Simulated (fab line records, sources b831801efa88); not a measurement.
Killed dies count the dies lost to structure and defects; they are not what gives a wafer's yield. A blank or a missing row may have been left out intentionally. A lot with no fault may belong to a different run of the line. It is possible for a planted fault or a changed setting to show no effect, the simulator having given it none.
A lot that was struck, set against a sound lot :: flow sky130 :: 35 steps out of a route of 708
Sound: the wafers L140.2, L140.5, L140.6. Struck: wafer L146.5 (L146.1, L146.6, from the same lot, were not struck and are left out); the cause is given at the end.
Per side, at each step with rows, come the tool, then ch with its chambers, and then its first start. Under that, the readings that differ: sound wafers :: struck wafers :: difference of the means :: sigmas: that difference in standard deviations of wafers without a fault.
alike: words and numbers the same on both sides, and readings whose means are apart by under 2 such deviations; not compared: readings that were withheld, readings missing a value for some wafer, numbers with overlapping values and no deviation given by the record, and bounds like >300 which may hide the same value.
The two part at a step that has a row with sigmas, a row that says differs or no value, or rows on one side only. Numbers that don't overlap but have no deviation are shown without sigmas and don't part them. A reading that every wafer of one side lacks parts them only if that side has two wafers or more.

first, 9 steps without rows for these wafers: SKY_METAL3_DESCUM_15 (chemistry O2, time 8 s); SKY_METAL3_ETCH_16 (etches BARC in N2/H2, stops on SiO2, time 88.2 s, target depth 60 nm); SKY_METAL3_ETCH_17 (etches SiO2 in C4F8/O2/Ar, stops on TiN, time 3.9 s, target depth 15 nm); SKY_METAL3_METAL_ETCH_18 (etches the open film in Cl2/BCl3, stops on SiO2, target depth 845 nm, time 183.1 s); SKY_METAL3_STRIP_19 (strips in O2/N2); SKY_METAL3_STRIP_20 (strips in post etch residue remover, time 1200 s); SKY_METAL3_CLEAN_21 (cleans in IPA, time 180 s); SKY_METAL3_CLEAN_22 (cleans in O3/DIW); SKY_VIA3_HDPCVD_00 (deposits SiO2, target thk 1635 nm, time 272.5 s).
SKY_VIA3_CMP_02: polishes SiO2.
  sound on cmp-01 ch 2,3, day 41 23:07; struck on cmp-01 ch 3, day 43 17:42
reading: model.SiO2_of_VIA3_HDPCVD_00.thk-nm (nm)
sound: 463.8 464.7 466
struck: 430.9
difference: -33.9
sigmas: 
  alike: motor-current-A
then, 9 steps without rows for these wafers: SKY_VIA3_DEHYDRATE_04 (time 60 s); SKY_VIA3_HMDS_05 (prime time 60 s); SKY_VIA3_COAT_06 (resist thk 60 nm); SKY_VIA3_COAT_07 (resist thk 450 nm); SKY_VIA3_SOFTBAKE_08 (time 90 s); SKY_VIA3_EXPOSE_09 (exposes mask VIM3, target cd 200 nm); SKY_VIA3_PEB_10; SKY_VIA3_DEVELOP_11 (develop time 60 s); SKY_VIA3_ETCH_14 (etches BARC in N2/H2, stops on SiO2, time 45.9 s, target depth 60 nm).
SKY_VIA3_ETCH_15: etches SiO2 in C4F8/O2/Ar, stops on TiN, target depth 507 nm, time 78 s.
  sound on rie-diel-02 ch 1,2, day 42 23:26; struck on rie-diel-04 ch 2, day 44 16:46
reading: oes-product-au (a.u.)
sound: 0.939 0.953 0.944
struck: 0.902
difference: -0.043
sigmas: -9

reading: model.VIA3.feature-depth-nm (nm)
sound: 463.8 464.7 466
struck: 430.9
difference: -33.9
sigmas: 

reading: model.etch.depth-nm (nm)
sound: 463.8 464.7 466
struck: 430.9
difference: -33.9
sigmas: 
  not compared: rf-hours-counter-h
then, 13 steps without rows for these wafers: SKY_VIA3_STRIP_16 (strips in O2/N2); SKY_VIA3_STRIP_17 (strips in post etch residue remover, time 1200 s); SKY_VIA3_CLEAN_18 (cleans in IPA, time 180 s); SKY_VIA3_CLEAN_19 (cleans in O3/DIW); SKY_VIA3_SPUTTER_20 (material TiN, target thk 20 nm, time 80 s); SKY_VIA3_CVD_21 (deposits W, target thk 390 nm, time 117.31 s); SKY_VIA3_CMP_24 (polishes, stops on SiO2, t overpolish 20 s, target thk 0 nm); SKY_METAL4_SPUTTER_00 (material Ti, target thk 15 nm, time 10 s); SKY_METAL4_SPUTTER_01 (material TiN, target thk 20 nm, time 16.7 s); SKY_METAL4_SPUTTER_02 (material AlCu, target thk 735 nm, time 39.1 s); SKY_METAL4_SPUTTER_03 (material Ti, target thk 5 nm, time 3.3 s); SKY_METAL4_SPUTTER_04 (material TiN, target thk 70 nm, time 58.3 s); SKY_CAP2M_CVD_00 (deposits SiO2, target thk 15.5 nm).
SKY_METAL4_METAL_ETCH_18: etches the open film in Cl2/BCl3, stops on SiO2, target depth 845 nm, time 183.1 s.
  sound on rie-metal-01 ch 0,1, day 44 23:47; struck on rie-metal-03 ch 1, day 46 14:03
reading: model.SiO2_of_VIA3_HDPCVD_00.thk-nm (nm)
sound: 434 434.7 437
struck: 400.4
difference: -34.8
sigmas: 
  alike: drypump-motor-current-A, oes-product-au, throttle-valve-pct
  not compared: rf-hours-counter-h
-- the record jumps here: 3 days lie between the struck wafers' starts before and after (it left off in module METAL4 and takes up again in module PAD_OPEN, whose first step shown is number 708 of the route) --
SKY_PAD_OPEN_PROBE_99:
  sound: prober-01 at day 48 15:18; struck: prober-01 at day 49 22:57
reading: killed-at-front-end
sound: 28
struck: 17
difference: -11
sigmas: -2
  alike: defect-limited-yield, killed_at_M0_to_M3, killed_at_M4_up, killed-at-contacts, killed-at-other, killed-dies, killed-open, killed-short, sort_bin_3_pad_short, sort_bin_5_function, sort_bin_6_memory, sort-n-pass, sort-yield-pct

## WHERE THEY PART
Last at SKY_PAD_OPEN_PROBE_99 as far as this record goes, first at SKY_VIA3_ETCH_15.

WHY: the cause the simulator had injected
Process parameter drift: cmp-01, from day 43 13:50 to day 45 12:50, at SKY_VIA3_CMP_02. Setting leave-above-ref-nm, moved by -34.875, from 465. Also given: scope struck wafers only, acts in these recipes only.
